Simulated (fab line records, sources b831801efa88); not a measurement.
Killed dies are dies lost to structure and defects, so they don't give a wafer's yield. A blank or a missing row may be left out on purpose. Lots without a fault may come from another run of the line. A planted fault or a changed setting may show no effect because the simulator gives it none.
fab line records | flow sky130
record lots=11 wafers=33 last_day=50
route steps=708 shown FIELD_ISO@24 PWDE@54 NWELL@66 PAD_OPEN@708
lots that met no fault: from a run of the same line without faults
start_h: hours from the record's first day to the start of the lot's first wafer shown | wait_h: hours since the lot's step before | " the same as in the row above | L1.1+2: a row that stands for several wafers | - no value, or no start given | * or withheld: withheld | < > ~ a bound
route shown NAME@n: a module of which the file shows steps, and the number in the route of the first | usual: mean/standard deviation of fault-free wafers | same: alike in all rows | chamber/n: place in a boat | sites: the reading at each site | _std_site: their standard deviation | _edge_site: outer sites' mean less inner sites' | radius_mm: how far each site lies from the wafer's centre | mask NAME#n: copy n | behind: the tool/chamber that last shaped the wafer | hold: why the lot was held/for how many hours/how that ended | device: the transistor (n, p or np) that didn't switch | end of line: the same wafers' tests at the end of the route | a step without rows: its recipe alone | killed: dies lost to structure and defects at the first sort, not the wafer's yield | map: a wafer's dies, x killed, . not, _ none there
set.NAME: the setting as run; set.NAME@STEP: as run at that earlier step | model.NAME: the simulator's own value behind a step, which no gauge read
steps of the route over a sample of lots; a table a step, a row a wafer
services: from which hour (start_h, from the record's first day; less than 0 if before it) a tool's chamber was out of use, for how many hours, and why
## steps
# step SKY_FIELD_ISO_THK_MEAS_23
# recipe reads=SiO2_of_FIELD_ISO_OXIDATION_22
# usual FIELD_ISO_OXIDATION_01_THK=10.07/0.17
# columns lot.wafer tool chamber start_h wait_h FIELD_ISO_OXIDATION_01_THK[nm]
L839.1 film_metro-04 - 38.65 0.0 9.83
L839.2 " - " " 10.03
L839.6 " - " " 10.01
L841.2 film_metro-01 - 46.07 0.0 10.09
L841.4 " - " " 9.91
L841.5 " - " " 10.07
L842.1 film_metro-03 - 51.62 0.0 10.00
L842.3 " - " " 9.84
L842.5 " - " " 10.06
L843.1 film_metro-03 - 58.85 0.0 9.91
L843.2 " - " " 9.94
L843.3 " - " " 9.92
L845.2 film_metro-03 - 68.04 0.0 10.17
L845.4 " - " " 10.38
L845.5 " - " " 10.29
L848.1 film_metro-03 - 83.78 0.0 9.81
L848.4 " - " " 9.99
L848.6 " - " " 9.81
L854.4 film_metro-01 - 118.25 0.0 10.06
L854.5 " - " " 9.73
L854.6 " - " " 9.95
L855.2 film_metro-03 - 120.65 0.0 10.09
L855.3 " - " " 10.09
L855.6 " - " " 9.95
L857.1 film_metro-01 - 131.50 0.0 10.34
L857.4 " - " " 10.29
L857.5 " - " " 10.46
L859.1 film_metro-03 - 139.46 0.0 10.21
L859.5 " - " " 10.03
L859.6 " - " " 10.23
L860.2 film_metro-04 - 147.32 0.0 10.04
L860.4 " - " " 10.11
L860.6 " - " " 10.30
# step SKY_FIELD_ISO_CMP_27
# recipe stop_on=Si3N4 t_overpolish_s=16 down_force_psi=4 platen_rpm=60 target_thk_nm=457.8 pad_velocity_m_s=0.94248
# usual motor_current_A=12.8/1.1 overpolish_run_s=16.000/0.0088 time_to_endpoint_s=114/5
# same t_overpolish_s=16
# columns lot.wafer tool chamber start_h wait_h motor_current_A overpolish_run_s time_to_endpoint_s
L839.1 cmp-02 1 40.35 0.0 13.3 15.992 115
L839.2 " 2 " " 13.0 15.998 107
L839.6 " 1 " " 13.8 16.004 111
L841.2 cmp-01 0 48.61 0.1 10.6 16.000 114
L841.4 " 1 " " 12.3 16.002 116
L841.5 " 2 " " 13.4 15.990 116
L842.3 cmp-01 1 53.96 0.0 13.5 15.993 114
L842.1 " 3 " " 11.5 16.016 123
L842.5 " 2 " " 14.5 16.016 115
L843.2 cmp-01 1 61.75 0.1 12.8 16.014 113
L843.1 " 2 " " 14.2 15.996 117
L843.3 " 3 " " 11.6 16.005 121
L845.2 cmp-01 2 70.69 0.1 14.2 16.008 111
L845.4 " 0 " " 11.2 15.990 111
L845.5 " 2 " " 14.0 15.994 113
L848.1 cmp-01 2 87.79 0.1 14.7 15.989 112
L848.4 " 3 " " 11.7 16.008 116
L848.6 " 0 " " 11.1 16.005 110
L854.4 cmp-02 0 120.74 0.1 12.6 16.006 113
L854.5 " 1 " " 13.3 15.995 110
L854.6 " 2 " " 12.0 15.992 106
L855.3 cmp-02 2 123.66 0.0 13.1 16.008 99
L855.2 " 0 " " 12.4 15.987 108
L855.6 " 2 " " 12.6 15.991 107
L857.1 cmp-02 1 134.50 0.2 12.7 16.001 109
L857.4 " 2 " " 12.2 15.998 105
L857.5 " 1 " " 13.3 15.995 110
L859.1 cmp-02 0 141.63 0.1 12.0 16.001 109
L859.6 " 3 " " 14.0 16.002 113
L859.5 " 0 " " 13.3 16.009 109
L860.2 cmp-02 3 149.03 0.0 14.9 16.003 116
L860.4 " 1 " " 14.2 16.011 111
L860.6 " 0 " " 12.8 15.982 111
# step SKY_PWDE_STRIP_09
# recipe chemistry=O2/N2 power_w=1400 pressure_mtorr=1500 platen_temp_c=withheld o2_flow_sccm=3000 n2_flow_sccm=300 overash_fraction=0.5
# usual drypump_motor_current_A=5.80/0.21 oes_product_au=0.722/0.0042 strip_time_to_endpoint_s=36.87/0.088
# columns lot.wafer tool chamber start_h wait_h drypump_motor_current_A oes_product_au rf_hours_counter_h strip_time_to_endpoint_s
L839.1 plasma_asher-01 1 76.66 0.1 5.73 0.724 25 36.86
L839.2 " 0 " " 5.98 0.719 25 36.85
L839.6 " 0 " " 6.02 0.723 - 36.93
L841.2 plasma_asher-02 0 83.59 0.1 6.09 0.731 41 36.97
L841.4 " 1 " " 5.49 0.724 - 36.95
L841.5 " 0 " " 6.14 0.726 - 36.90
L842.1 plasma_asher-04 1 90.14 0.1 5.67 0.718 41 36.92
L842.3 " 1 " " 5.69 0.719 - 36.87
L842.5 " 1 " " 5.72 0.725 - 36.81
L843.1 plasma_asher-02 1 97.96 0.1 5.48 0.726 42 37.00
L843.2 " 0 " " 6.08 0.725 42 36.93
L843.3 " 1 " " 5.52 0.718 - 37.02
L845.2 plasma_asher-01 0 107.84 0.1 6.00 0.718 28 36.90
L845.4 " 0 " " 6.03 0.725 - 36.88
L845.5 " 0 " " 5.99 0.723 - 36.78
L848.1 plasma_asher-04 1 127.71 0.1 5.73 0.731 45 36.96
L848.4 " 0 " " 5.66 0.716 - 36.85
L848.6 " 1 " " 5.72 0.723 - 36.77
L854.4 plasma_asher-01 1 163.88 0.1 5.72 0.729 - 36.83
L854.5 " 1 " " 5.73 0.725 - 36.74
L854.6 " 0 " " 6.00 0.720 - 36.77
L855.2 plasma_asher-04 0 165.56 0.1 5.63 0.728 48 36.86
L855.3 " 1 " " 5.66 0.727 - 36.81
L855.6 " 0 " " 5.64 0.716 - 36.98
L857.1 plasma_asher-02 0 176.24 0.1 6.11 0.724 51 36.78
L857.4 " 1 " " 5.48 0.718 - 36.68
L857.5 " 1 " " 5.47 0.723 - 36.78
L859.1 plasma_asher-01 1 183.39 0.1 5.73 0.720 36 36.78
L859.5 " 0 " " 5.98 0.725 - 36.89
L859.6 " 1 " " 5.73 0.718 - 36.85
L860.2 plasma_asher-02 1 189.51 0.1 5.49 0.731 52 36.93
L860.4 " 1 " " 5.50 0.720 - 36.85
L860.6 " 1 " " 5.49 0.722 - 36.95
# step SKY_NWELL_IMPLANT_13
# recipe species=P energy_kev=50 dose_cm2=7e+11 tilt_deg=withheld
# usual dose_ions_cm2=7e+11/7e+08 end_station_pressure_torr=4.97e-06/2.5e-07 faraday_current_uA=3.94/0.079
# columns lot.wafer tool chamber start_h wait_h dose_ions_cm2 end_station_pressure_torr faraday_current_uA
L839.1 implanter-03 0 93.80 0.1 6.999e+11 5.1e-06 3.86
L839.2 " 0 " " 7.03e+11 5.1e-06 3.93
L839.6 " 0 " " 7.003e+11 5.02e-06 3.96
L841.2 implanter-04 0 101.13 0.1 6.991e+11 5.11e-06 3.89
L841.4 " 0 " " 7.002e+11 5.13e-06 3.91
L841.5 " 0 " " 6.998e+11 4.56e-06 3.97
L842.1 implanter-02 0 107.29 0.1 7.009e+11 5.22e-06 3.84
L842.3 " 0 " " 7.005e+11 4.72e-06 3.95
L842.5 " 0 " " 7.002e+11 4.91e-06 3.91
L843.1 implanter-04 0 115.94 0.1 6.995e+11 5.01e-06 3.78
L843.2 " 0 " " 7.005e+11 5.23e-06 3.84
L843.3 " 0 " " 7.003e+11 4.97e-06 4.00
L845.2 implanter-04 0 126.62 0.1 1.1949e+12 4.74e-06 6.80
L845.4 " 0 " " 1.1953e+12 5.42e-06 6.87
L845.5 " 0 " " 1.1954e+12 4.44e-06 6.70
L848.1 implanter-04 0 146.61 0.1 1.1961e+12 5.15e-06 6.86
L848.4 " 0 " " 1.1956e+12 5.25e-06 6.83
L848.6 " 0 " " 1.1945e+12 4.81e-06 6.61
L854.4 implanter-02 0 183.27 0.1 6.996e+11 4.84e-06 3.99
L854.5 " 0 " " 7.003e+11 5.24e-06 3.91
L854.6 " 0 " " 6.982e+11 4.35e-06 3.95
L855.2 implanter-03 0 183.92 0.1 7.001e+11 5.27e-06 4.08
L855.3 " 0 " " 6.989e+11 5.05e-06 3.98
L855.6 " 0 " " 6.998e+11 4.75e-06 3.97
L857.1 implanter-03 0 195.56 0.1 6.994e+11 4.81e-06 3.94
L857.4 " 0 " " 7.003e+11 4.91e-06 4.12
L857.5 " 0 " " 6.998e+11 5.08e-06 4.13
L859.1 implanter-04 0 204.71 0.1 7.004e+11 5.26e-06 4.02
L859.5 " 0 " " 7.005e+11 5.42e-06 3.88
L859.6 " 0 " " 6.999e+11 4.94e-06 3.91
L860.2 implanter-04 0 211.27 0.1 7.002e+11 4.96e-06 3.94
L860.4 " 0 " " 6.999e+11 5.24e-06 3.85
L860.6 " 0 " " 7.005e+11 5.06e-06 3.97
# step SKY_NWELL_RS_MEAS_29
# recipe thk_meas_gauge=four-point-probe
# usual NWELL_RS=630.4/1.5
# columns lot.wafer tool chamber start_h wait_h hold NWELL_RS[ohm/sq]
L839.1 film_metro-02 - 112.46 0.1 - 628.3
L839.2 " - " " - 631.8
L839.6 " - " " - 629.3
L841.2 film_metro-01 - 120.14 0.1 - 631.3
L841.4 " - " " - 630.8
L841.5 " - " " - 630.6
L842.1 film_metro-04 - 125.52 0.1 - 630.6
L842.3 " - " " - 629.7
L842.5 " - " " - 630.5
L843.1 film_metro-02 - 134.57 0.1 - 628.7
L843.2 " - " " - 628.0
L843.3 " - " " - 628.8
L845.2 film_metro-01 - 145.47 0.1 await_dispo/0.2h/release 617.1
L845.4 " - " " await_dispo/0.2h/release 616.1
L845.5 " - " " await_dispo/0.2h/release 617.0
L845.2 film_metro-01 - 145.83 0.3 - 616.9
L845.4 " - " " - 615.3
L845.5 " - " " - 617.1
L848.1 film_metro-04 - 167.32 0.1 await_dispo/0.2h/release 615.1
L848.4 " - " " await_dispo/0.2h/release 616.6
L848.6 " - " " await_dispo/0.2h/release 613.4
L848.1 film_metro-04 - 167.68 0.3 - 615.5
L848.4 " - " " - 615.8
L848.6 " - " " - 614.1
L854.4 film_metro-02 - 204.54 0.1 - 627.1
L854.5 " - " " - 628.1
L854.6 " - " " - 628.7
L855.2 film_metro-02 - 205.82 0.1 - 631.1
L855.3 " - " " - 629.6
L855.6 " - " " - 629.6
L857.1 film_metro-04 - 217.81 0.1 - 631.7
L857.4 " - " " - 631.9
L857.5 " - " " - 629.2
L859.1 film_metro-04 - 226.71 0.1 - 629.9
L859.5 " - " " - 630.9
L859.6 " - " " - 629.5
L860.2 film_metro-01 - 232.39 0.1 - 631.0
L860.4 " - " " - 628.3
L860.6 " - " " - 630.5
# step SKY_PAD_OPEN_PROBE_99
# usual killed_at_M0_to_M3=43/7.1 killed_at_M4_up=3.0/1.9 killed_at_contacts=24/5 killed_at_front_end=15/4.3 killed_at_other=0.3/0.5 killed_dies=85/9.6 killed_open=46/7.1 killed_short=39/6.8
# same gross_dies=492 killed_at_back_side=0
# columns lot.wafer tool chamber start_h wait_h killed_at_M0_to_M3 killed_at_M4_up killed_at_contacts killed_at_front_end killed_at_other killed_dies killed_open killed_short
L842.5 prober-01 - 1084.50 0.2 41 0 17 16 0 74 42 32
L843.1 prober-01 - 1096.28 0.1 30 1 21 18 0 70 37 33
L843.2 prober-01 - 1096.33 0.1 36 7 23 16 0 82 30 52
L843.3 prober-01 - 1096.38 0.2 50 6 23 20 0 99 43 56
L845.2 prober-01 - 1119.37 0.1 44 3 28 25 0 100 63 37
L845.4 prober-01 - 1119.47 0.2 45 5 26 11 0 87 38 49
L845.5 prober-01 - 1119.52 0.2 51 2 21 22 0 96 50 46
L848.1 prober-02 - 1129.32 0.1 47 3 23 18 0 91 52 39
L848.4 prober-02 - 1129.47 0.2 48 4 20 10 0 82 45 37
L848.6 prober-02 - 1129.57 0.2 40 2 24 9 1 76 48 28
L855.2 prober-01 - 1170.95 0.1 46 4 21 11 0 82 48 34
L855.3 prober-01 - 1171.00 0.2 27 4 23 12 0 66 32 34
L855.6 prober-01 - 1171.15 0.2 38 3 25 11 0 77 43 34
L854.4 prober-01 - 1172.64 0.2 40 1 21 11 0 73 48 25
L854.5 prober-01 - 1172.69 0.2 43 4 27 12 0 86 48 38
L854.6 prober-01 - 1172.74 0.2 31 3 27 15 0 76 36 40
L859.1 prober-02 - 1185.48 0.1 32 6 29 19 1 87 40 47
L859.5 prober-02 - 1185.68 0.2 39 7 27 10 0 83 42 41
L859.6 prober-02 - 1185.73 0.2 41 2 25 11 0 79 41 38
# killed by level:class
L842.5 VIA1:geometric_particle:open=13 LI_CONTACT:geometric_particle:open=9 FIELD_ISO:geometric_particle:short=6 METAL2:geometric_particle:short=6 VIA3:geometric_particle:open=6 METAL1:geometric_particle:short=5 CONTACT:geometric_particle:open=4 METAL3:geometric_particle:short=3
L843.1 VIA1:geometric_particle:open=9 LI_CONTACT:geometric_particle:open=6 LOCAL_INTERCONNECT:geometric_particle:short=6 VIA3:geometric_particle:short=6 FIELD_ISO:geometric_particle:open=4 POLY_GATE:geometric_particle:short=4 CONTACT:geometric_particle:open=4 POLY_GATE:geometric_particle:open=3
L843.2 VIA1:geometric_particle:short=8 LOCAL_INTERCONNECT:geometric_particle:short=7 CONTACT:geometric_particle:short=7 FIELD_ISO:geometric_particle:open=6 LI_CONTACT:geometric_particle:open=6 VIA1:geometric_particle:open=6 METAL4:geometric_particle:short=6 POLY_GATE:geometric_particle:short=5
L843.3 METAL2:geometric_particle:short=9 VIA2:geometric_particle:open=9 FIELD_ISO:geometric_particle:open=7 LI_CONTACT:geometric_particle:short=7 METAL1:geometric_particle:short=6 FIELD_ISO:geometric_particle:short=5 LI_CONTACT:geometric_particle:open=5 VIA3:geometric_particle:open=5
L845.2 CONTACT:geometric_particle:open=13 VIA2:geometric_particle:open=9 VIA1:geometric_particle:open=9 POLY_GATE:geometric_particle:open=8 FIELD_ISO:geometric_particle:open=6 LI_CONTACT:geometric_particle:open=6 METAL2:geometric_particle:short=6 POLY_GATE:geometric_particle:short=5
L845.4 CONTACT:geometric_particle:open=9 METAL1:geometric_particle:short=8 VIA3:geometric_particle:open=8 VIA1:geometric_particle:open=7 LOCAL_INTERCONNECT:geometric_particle:short=6 VIA2:geometric_particle:open=5 FIELD_ISO:geometric_particle:short=4 POLY_GATE:geometric_particle:short=4
L845.5 LI_CONTACT:geometric_particle:open=10 VIA1:geometric_particle:open=9 VIA2:geometric_particle:open=9 METAL1:geometric_particle:short=8 FIELD_ISO:geometric_particle:open=6 METAL2:geometric_particle:short=6 LOCAL_INTERCONNECT:geometric_particle:short=6 FIELD_ISO:geometric_particle:short=5
L848.1 CONTACT:geometric_particle:open=10 VIA1:geometric_particle:open=10 VIA3:geometric_particle:open=9 METAL2:geometric_particle:short=7 VIA2:geometric_particle:open=6 POLY_GATE:geometric_particle:open=5 LOCAL_INTERCONNECT:geometric_particle:short=5 VIA1:geometric_particle:short=4
L848.4 VIA3:geometric_particle:open=10 METAL1:geometric_particle:short=9 VIA2:geometric_particle:open=9 VIA1:geometric_particle:open=8 CONTACT:geometric_particle:open=7 POLY_GATE:geometric_particle:short=5 LI_CONTACT:geometric_particle:open=5 METAL2:geometric_particle:short=4
L848.6 LI_CONTACT:geometric_particle:open=9 VIA1:geometric_particle:open=8 METAL2:geometric_particle:short=7 CONTACT:geometric_particle:open=7 METAL2:geometric_particle:open=4 FIELD_ISO:geometric_particle:open=3 VIA3:geometric_particle:open=3 POLY_GATE:geometric_particle:open=3
L855.2 VIA1:geometric_particle:open=10 VIA3:geometric_particle:open=10 CONTACT:geometric_particle:open=9 METAL1:geometric_particle:short=9 VIA2:geometric_particle:open=6 LI_CONTACT:geometric_particle:open=4 CONTACT:geometric_particle:short=4 METAL2:geometric_particle:short=4
L855.3 LI_CONTACT:geometric_particle:open=7 CONTACT:geometric_particle:open=7 CONTACT:geometric_particle:short=5 VIA1:geometric_particle:short=5 VIA1:geometric_particle:open=5 FIELD_ISO:geometric_particle:short=4 METAL1:geometric_particle:short=4 VIA3:geometric_particle:open=4
L855.6 VIA1:geometric_particle:open=13 CONTACT:geometric_particle:open=9 VIA3:geometric_particle:open=7 LI_CONTACT:geometric_particle:open=6 METAL1:geometric_particle:short=6 CONTACT:geometric_particle:short=5 POLY_GATE:geometric_particle:open=4 POLY_GATE:geometric_particle:short=4
L854.4 VIA1:geometric_particle:open=10 CONTACT:geometric_particle:open=7 VIA3:geometric_particle:open=7 FIELD_ISO:geometric_particle:open=6 LI_CONTACT:geometric_particle:open=5 LOCAL_INTERCONNECT:geometric_particle:short=4 CONTACT:geometric_particle:short=4 METAL1:geometric_particle:open=4
L854.5 VIA2:geometric_particle:open=11 LI_CONTACT:geometric_particle:open=8 VIA1:geometric_particle:open=8 CONTACT:geometric_particle:open=7 METAL2:geometric_particle:short=6 CONTACT:geometric_particle:short=5 FIELD_ISO:geometric_particle:open=4 POLY_GATE:geometric_particle:short=4
L854.6 CONTACT:geometric_particle:open=11 METAL2:geometric_particle:short=6 LOCAL_INTERCONNECT:geometric_particle:short=5 VIA1:geometric_particle:open=5 FIELD_ISO:geometric_particle:open=4 LI_CONTACT:geometric_particle:open=4 CONTACT:geometric_particle:short=4 METAL1:geometric_particle:short=4
L859.1 FIELD_ISO:geometric_particle:short=9 CONTACT:geometric_particle:short=9 CONTACT:geometric_particle:open=7 VIA3:geometric_particle:open=6 VIA1:geometric_particle:open=6 LI_CONTACT:geometric_particle:open=5 LOCAL_INTERCONNECT:geometric_particle:short=5 VIA3:geometric_particle:short=5
L859.5 CONTACT:geometric_particle:short=11 CONTACT:geometric_particle:open=9 VIA1:geometric_particle:open=9 FIELD_ISO:geometric_particle:open=5 VIA1:geometric_particle:short=5 VIA3:geometric_particle:open=5 LI_CONTACT:geometric_particle:open=4 METAL1:geometric_particle:short=4
L859.6 CONTACT:geometric_particle:open=9 METAL1:geometric_particle:short=8 VIA2:geometric_particle:open=7 CONTACT:geometric_particle:short=6 LI_CONTACT:geometric_particle:open=5 METAL3:geometric_particle:short=4 LOCAL_INTERCONNECT:geometric_particle:short=4 VIA1:geometric_particle:open=4
## services
# columns tool chamber start_h hours kind
plasma_asher-01 - 20.22 2.8 pm
plasma_asher-01 - 24.70 0.9 repair
implanter-02 - 44.09 1.7 repair
cmp-01 - 64.00 4.0 pm
cmp-01 - 68.00 - consumable_replace:conditioner
cmp-01 - 74.18 2.6 repair
cmp-02 - 81.41 2.2 repair
cmp-01 - 118.06 4.0 pm
implanter-02 - 123.53 13.8 pm
cmp-01 - 124.08 10.5 pm
cmp-02 - 134.80 3.5 pm
implanter-02 - 145.32 3.1 repair
implanter-03 - 145.35 3.4 pm
plasma_asher-02 - 151.88 0.8 repair
implanter-04 - 158.55 1.1 repair
implanter-04 - 159.67 3.5 pm
cmp-02 - 164.35 1.1 repair
plasma_asher-02 - 167.08 0.9 repair
cmp-02 - 169.66 14.0 pm
cmp-01 - 175.90 2.9 repair
cmp-01 - 189.71 0.3 repair
cmp-01 - 193.47 3.5 repair
implanter-03 - 202.02 2.9 repair
cmp-02 - 207.35 0.4 repair
## key
first_sign step=SKY_NWELL_IMPLANT_13 reading=dose_ions_cm2 direction=up sigmas=99+ usual=* struck=*
effect step=SKY_NWELL_IMPLANT_13 reading=faraday_current_uA direction=up sigmas=36 usual=3.94 struck=6.78
effect step=SKY_NWELL_RS_MEAS_29 reading=visit direction=added
effect step=SKY_NWELL_RS_MEAS_29 reading=NWELL_RS direction=down sigmas=9.9 usual=630.4 struck=615.9
met_at SKY_NWELL_IMPLANT_13
struck_lots L845,L848
tester_left_out L845,L848
not_acting_at SKY_FIELD_ISO_THK_MEAS_23,SKY_FIELD_ISO_CMP_27,SKY_PWDE_STRIP_09
onset_between 115.94 126.62
fault kind=process_parameter_drift tool=implanter-04 chamber=- onset_h=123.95 steps=SKY_NWELL_IMPLANT_13 channel=dose_cm2 offset=* shape=step end_h=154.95 acts_in=* stated=*
# tester_left_out: of these lots the tester's yield and bins aren't shown, on N5 and GAA mostly nor the transistor test; their killed dies are dies lost to structure and defects alone, not to doping, threshold or leakage, so they don't give the yield
